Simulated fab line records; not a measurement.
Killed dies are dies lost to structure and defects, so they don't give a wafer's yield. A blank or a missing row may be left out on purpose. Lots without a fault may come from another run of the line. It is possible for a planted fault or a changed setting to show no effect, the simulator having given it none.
Matching of chambers ; flow sfq line ; 3 sister chambers for SFQ_TRILAYER_I3_DEP_PECVD_081 on pecvd-02
The step deposits SiO2 from SiH4/N2O, time 111.11 s, target thk 500 nm. 3 wafers are shown with their chamber, then 8 later ones without.

## WAFERS, EACH WITH ITS CHAMBER
wafer;chamber;throttle valve pct (%)
L389.1;1;23.5
L389.5;0;23.1
L392.1;2;25.7

## WAFERS MISSING THEIR CHAMBER
wafer;throttle valve pct (%)
L392.2;23.4
L392.6;23.3
L393.4;25.8
L393.5;23.4
L393.6;23.0
L396.2;23.3
L396.3;23.5
L396.5;25.8

## THE CHAMBER EACH PASSED THROUGH
wafer;from the rows above;in truth
L392.2;can't be placed: 1 or 0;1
L392.6;can't be placed: 0 or 1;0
L393.4;2;2
L393.5;can't be placed: 1 or 0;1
L393.6;0;0
L396.2;can't be placed: 0 or 1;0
L396.3;1;1
L396.5;2;2
Placed correctly: 4 of 8. These rows do not allow placing 4 (true chamber among the candidates in 4). Placed wrongly: 0.
How it was worked out, from the rows above alone: a wafer's distance from a chamber is the root of the sum, over the readings, of the square of ((its reading less the chamber's mean) divided by the reading's scatter). The wafer belongs to the nearest chamber; if the next one is less than 2 further off, it can't be placed. Each chamber's mean is taken over the wafers shown for it. The scatter: root of mean squared gap, hidden wafer to nearest shown wafer, with one shown wafer a chamber.
